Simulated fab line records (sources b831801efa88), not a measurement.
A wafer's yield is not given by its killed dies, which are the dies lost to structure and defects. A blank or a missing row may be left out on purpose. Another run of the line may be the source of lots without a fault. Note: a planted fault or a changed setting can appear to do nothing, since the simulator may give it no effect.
What tool caused it? || flow gf180mcu || 11 lots, 33 wafers sampled, at 4 steps of a route of 602

## WHAT THE GAUGES SHOWED, per wafer
GF_V5_CD_MEAS_14: target cd 260 nm. Usual: cd_nm reads 260.1 nm (standard deviation 1.2).
{"lot": "L345", "measured": "day 27 07:38", "on": "cd_sem-01", "cd_nm (nm)": "261.6 261.6 260.6", "flag": ""}
{"lot": "L349", "measured": "day 28 06:37", "on": "cd_sem-02", "cd_nm (nm)": "261.1 260.1 260.0", "flag": ""}
{"lot": "L351", "measured": "day 29 01:41", "on": "cd_sem-01", "cd_nm (nm)": "260.0 258.7 259.0", "flag": ""}
{"lot": "L353", "measured": "day 29 20:00", "on": "cd_sem-01", "cd_nm (nm)": "261.0 261.3 261.8", "flag": ""}
{"lot": "L355", "measured": "day 30 11:49", "on": "cd_sem-01", "cd_nm (nm)": "259.9 260.0 259.6", "flag": ""}
{"lot": "L356", "measured": "day 30 21:10", "on": "cd_sem-02", "cd_nm (nm)": "259.2 259.0 258.3", "flag": ""}
{"lot": "L357", "measured": "day 31 08:40", "on": "cd_sem-01", "cd_nm (nm)": "260.6 259.4 260.8", "flag": ""}
{"lot": "L360", "measured": "day 32 02:22", "on": "cd_sem-01", "cd_nm (nm)": "259.4 261.3 261.0", "flag": ""}
{"lot": "L361", "measured": "day 32 06:22", "on": "cd_sem-01", "cd_nm (nm)": "259.6 259.6 260.6", "flag": ""}
{"lot": "L367", "measured": "day 33 06:26", "on": "cd_sem-01", "cd_nm (nm)": "273.4 274.5 274.7", "flag": "OFF"}
{"lot": "L368", "measured": "day 33 09:16", "on": "cd_sem-01", "cd_nm (nm)": "273.6 272.9 272.7", "flag": "OFF"}

## TOOL THAT RAN EACH LOT (tool first, then ch and the chambers of the sampled wafers, then the start)
{"lot": "L345", "GF_MIM_SPUTTER_08": "pvd_sputter-04, day 24 16:42", "GF_MIM_STRIP_20": "plasma_asher-03 ch 0,1, day 25 13:53", "GF_V5_EXPOSE_11": "krf_scanner-02 ch 0, day 26 22:28"}
{"lot": "L349", "GF_MIM_SPUTTER_08": "pvd_sputter-04, day 25 17:55", "GF_MIM_STRIP_20": "plasma_asher-04 ch 0,1, day 26 14:22", "GF_V5_EXPOSE_11": "krf_scanner-02 ch 0, day 27 21:29"}
{"lot": "L351", "GF_MIM_SPUTTER_08": "pvd_sputter-04, day 26 12:31", "GF_MIM_STRIP_20": "plasma_asher-02 ch 0,1, day 27 08:44", "GF_V5_EXPOSE_11": "krf_scanner-02 ch 0, day 28 16:47"}
{"lot": "L353", "GF_MIM_SPUTTER_08": "pvd_sputter-01, day 27 07:32", "GF_MIM_STRIP_20": "plasma_asher-02 ch 0,1, day 28 03:36", "GF_V5_EXPOSE_11": "krf_scanner-02 ch 0, day 29 10:51"}
{"lot": "L355", "GF_MIM_SPUTTER_08": "pvd_sputter-04, day 28 01:11", "GF_MIM_STRIP_20": "plasma_asher-02 ch 0,1, day 28 20:22", "GF_V5_EXPOSE_11": "krf_scanner-02 ch 0, day 30 02:46"}
{"lot": "L356", "GF_MIM_SPUTTER_08": "pvd_sputter-03, day 28 11:03", "GF_MIM_STRIP_20": "plasma_asher-02 ch 0,1, day 29 06:32", "GF_V5_EXPOSE_11": "krf_scanner-01 ch 0, day 30 12:37"}
{"lot": "L357", "GF_MIM_SPUTTER_08": "pvd_sputter-04, day 29 00:15", "GF_MIM_STRIP_20": "plasma_asher-04 ch 0,1, day 29 19:29", "GF_V5_EXPOSE_11": "krf_scanner-01 ch 0, day 31 00:21"}
{"lot": "L360", "GF_MIM_SPUTTER_08": "pvd_sputter-03, day 29 18:00", "GF_MIM_STRIP_20": "plasma_asher-03 ch 0,1, day 30 12:46", "GF_V5_EXPOSE_11": "krf_scanner-01 ch 0, day 31 17:32"}
{"lot": "L361", "GF_MIM_SPUTTER_08": "pvd_sputter-03, day 29 23:47", "GF_MIM_STRIP_20": "plasma_asher-04 ch 0,1, day 30 18:17", "GF_V5_EXPOSE_11": "krf_scanner-01 ch 0, day 31 22:38"}
{"lot": "L367", "GF_MIM_SPUTTER_08": "pvd_sputter-04, day 31 01:50", "GF_MIM_STRIP_20": "plasma_asher-02 ch 0,1, day 31 19:34", "GF_V5_EXPOSE_11": "krf_scanner-02 ch 0, day 32 22:36"}
{"lot": "L368", "GF_MIM_SPUTTER_08": "pvd_sputter-03, day 31 04:55", "GF_MIM_STRIP_20": "plasma_asher-02 ch 0,1, day 31 22:25", "GF_V5_EXPOSE_11": "krf_scanner-02 ch 0, day 33 01:35"}
- GF_MIM_SPUTTER_08: material AlCu, target thk 200 nm, time 10.6 s.
- GF_MIM_STRIP_20: strips in O2/N2.
- GF_V5_EXPOSE_11: exposes mask Via5, target cd 260 nm.

## AS READ BY THE TOOLS THEMSELVES (means over the sampled wafers that have a number; for cases with no such wafer, the mark the record gives instead)
GF_MIM_SPUTTER_08. Usual: throttle_valve_pct reads 29.6 % (standard deviation 1.2).
{"lot": "L345", "tool": "pvd_sputter-04", "throttle_valve_pct (%)": 29.1, "flag": ""}
{"lot": "L349", "tool": "pvd_sputter-04", "throttle_valve_pct (%)": 28.9, "flag": ""}
{"lot": "L351", "tool": "pvd_sputter-04", "throttle_valve_pct (%)": 29.2, "flag": ""}
{"lot": "L353", "tool": "pvd_sputter-01", "throttle_valve_pct (%)": 29.5, "flag": ""}
{"lot": "L355", "tool": "pvd_sputter-04", "throttle_valve_pct (%)": 30.1, "flag": ""}
{"lot": "L356", "tool": "pvd_sputter-03", "throttle_valve_pct (%)": 30.7, "flag": ""}
{"lot": "L357", "tool": "pvd_sputter-04", "throttle_valve_pct (%)": 30.2, "flag": ""}
{"lot": "L360", "tool": "pvd_sputter-03", "throttle_valve_pct (%)": 30.0, "flag": ""}
{"lot": "L361", "tool": "pvd_sputter-03", "throttle_valve_pct (%)": 31.0, "flag": ""}
{"lot": "L367", "tool": "pvd_sputter-04", "throttle_valve_pct (%)": 29.7, "flag": ""}
{"lot": "L368", "tool": "pvd_sputter-03", "throttle_valve_pct (%)": 30.4, "flag": ""}

GF_MIM_STRIP_20. Usual: drypump_motor_current_A 5.7 A, standard deviation 0.53; heater_power_w 354 W, standard deviation 19; oes_product_au 0.691 a.u., standard deviation 0.0047; platen_temp_c 250.01 C, standard deviation 0.2; strip_time_to_endpoint_s 11.21 s, standard deviation 0.041.
{"lot": "L345", "tool": "plasma_asher-03", "drypump_motor_current_A (A)": 6.2, "heater_power_w (W)": 361, "oes_product_au (a.u.)": 0.689, "platen_temp_c (C)": 249.93, "strip_time_to_endpoint_s (s)": 11.22, "flag": ""}
{"lot": "L349", "tool": "plasma_asher-04", "drypump_motor_current_A (A)": 5.9, "heater_power_w (W)": 331, "oes_product_au (a.u.)": 0.691, "platen_temp_c (C)": 249.79, "strip_time_to_endpoint_s (s)": 11.21, "flag": ""}
{"lot": "L351", "tool": "plasma_asher-02", "drypump_motor_current_A (A)": 5.6, "heater_power_w (W)": 360, "oes_product_au (a.u.)": 0.697, "platen_temp_c (C)": 250.19, "strip_time_to_endpoint_s (s)": 11.23, "flag": ""}
{"lot": "L353", "tool": "plasma_asher-02", "drypump_motor_current_A (A)": 5.3, "heater_power_w (W)": 370, "oes_product_au (a.u.)": 0.693, "platen_temp_c (C)": 250.00, "strip_time_to_endpoint_s (s)": 11.25, "flag": ""}
{"lot": "L355", "tool": "plasma_asher-02", "drypump_motor_current_A (A)": 5.3, "heater_power_w (W)": 367, "oes_product_au (a.u.)": 0.692, "platen_temp_c (C)": 250.11, "strip_time_to_endpoint_s (s)": 11.21, "flag": ""}
{"lot": "L356", "tool": "plasma_asher-02", "drypump_motor_current_A (A)": 5.3, "heater_power_w (W)": 363, "oes_product_au (a.u.)": 0.689, "platen_temp_c (C)": 249.81, "strip_time_to_endpoint_s (s)": 11.23, "flag": ""}
{"lot": "L357", "tool": "plasma_asher-04", "drypump_motor_current_A (A)": 5.6, "heater_power_w (W)": 349, "oes_product_au (a.u.)": 0.688, "platen_temp_c (C)": 250.07, "strip_time_to_endpoint_s (s)": 11.19, "flag": ""}
{"lot": "L360", "tool": "plasma_asher-03", "drypump_motor_current_A (A)": 6.0, "heater_power_w (W)": 352, "oes_product_au (a.u.)": 0.691, "platen_temp_c (C)": 249.91, "strip_time_to_endpoint_s (s)": 11.18, "flag": ""}
{"lot": "L361", "tool": "plasma_asher-04", "drypump_motor_current_A (A)": 6.0, "heater_power_w (W)": 329, "oes_product_au (a.u.)": 0.690, "platen_temp_c (C)": 250.02, "strip_time_to_endpoint_s (s)": 11.20, "flag": ""}
{"lot": "L367", "tool": "plasma_asher-02", "drypump_motor_current_A (A)": 5.3, "heater_power_w (W)": 364, "oes_product_au (a.u.)": 0.694, "platen_temp_c (C)": 250.02, "strip_time_to_endpoint_s (s)": 11.23, "flag": ""}
{"lot": "L368", "tool": "plasma_asher-02", "drypump_motor_current_A (A)": 5.3, "heater_power_w (W)": 368, "oes_product_au (a.u.)": 0.693, "platen_temp_c (C)": 249.99, "strip_time_to_endpoint_s (s)": 11.19, "flag": ""}

GF_V5_EXPOSE_11. Usual: exposure_dose_mJ_cm2 reads 38.3 (standard deviation 0.37).
{"lot": "L345", "tool": "krf_scanner-02", "exposure_dose_mJ_cm2": 38.7, "flag": ""}
{"lot": "L349", "tool": "krf_scanner-02", "exposure_dose_mJ_cm2": 38.7, "flag": ""}
{"lot": "L351", "tool": "krf_scanner-02", "exposure_dose_mJ_cm2": 38.7, "flag": ""}
{"lot": "L353", "tool": "krf_scanner-02", "exposure_dose_mJ_cm2": 38.8, "flag": ""}
{"lot": "L355", "tool": "krf_scanner-02", "exposure_dose_mJ_cm2": 38.8, "flag": ""}
{"lot": "L356", "tool": "krf_scanner-01", "exposure_dose_mJ_cm2": 37.9, "flag": ""}
{"lot": "L357", "tool": "krf_scanner-01", "exposure_dose_mJ_cm2": 38.0, "flag": ""}
{"lot": "L360", "tool": "krf_scanner-01", "exposure_dose_mJ_cm2": 38.0, "flag": ""}
{"lot": "L361", "tool": "krf_scanner-01", "exposure_dose_mJ_cm2": 38.0, "flag": ""}
{"lot": "L367", "tool": "krf_scanner-02", "exposure_dose_mJ_cm2": 41.9, "flag": "OFF"}
{"lot": "L368", "tool": "krf_scanner-02", "exposure_dose_mJ_cm2": 41.9, "flag": "OFF"}

## THE ANSWER, worked out from the rows above alone
Rule: lot off if the mean of its wafers having a number is beyond 3 standard deviations from the usual mean. A lot without any number at a reading at which 4 lots or more have one is off too. The other lots that the step has rows for count as sound. First the gauges in route order, then the tools' own readings, where a lot's mean is used as printed above. The first step at which some lot is off is used, and at that step the reading that is off furthest; a lot without a number counts as furthest.
Off: L367, L368 (GF_V5_CD_MEAS_14, cd_nm).
If a tool, at a process step before that reading, ran all the lots that are off and no sound lot after the first of them, it fits. The gauges at GF_V5_CD_MEAS_14 aren't tried: what is off there is off at GF_V5_EXPOSE_11 too, on other tools, and a gauge's error can't cause that. Undecided on this evidence; 2 tools fit (plasma_asher-02 at GF_MIM_STRIP_20, krf_scanner-02 at GF_V5_EXPOSE_11).

## WHAT WAS PUT IN BY THE SIMULATOR
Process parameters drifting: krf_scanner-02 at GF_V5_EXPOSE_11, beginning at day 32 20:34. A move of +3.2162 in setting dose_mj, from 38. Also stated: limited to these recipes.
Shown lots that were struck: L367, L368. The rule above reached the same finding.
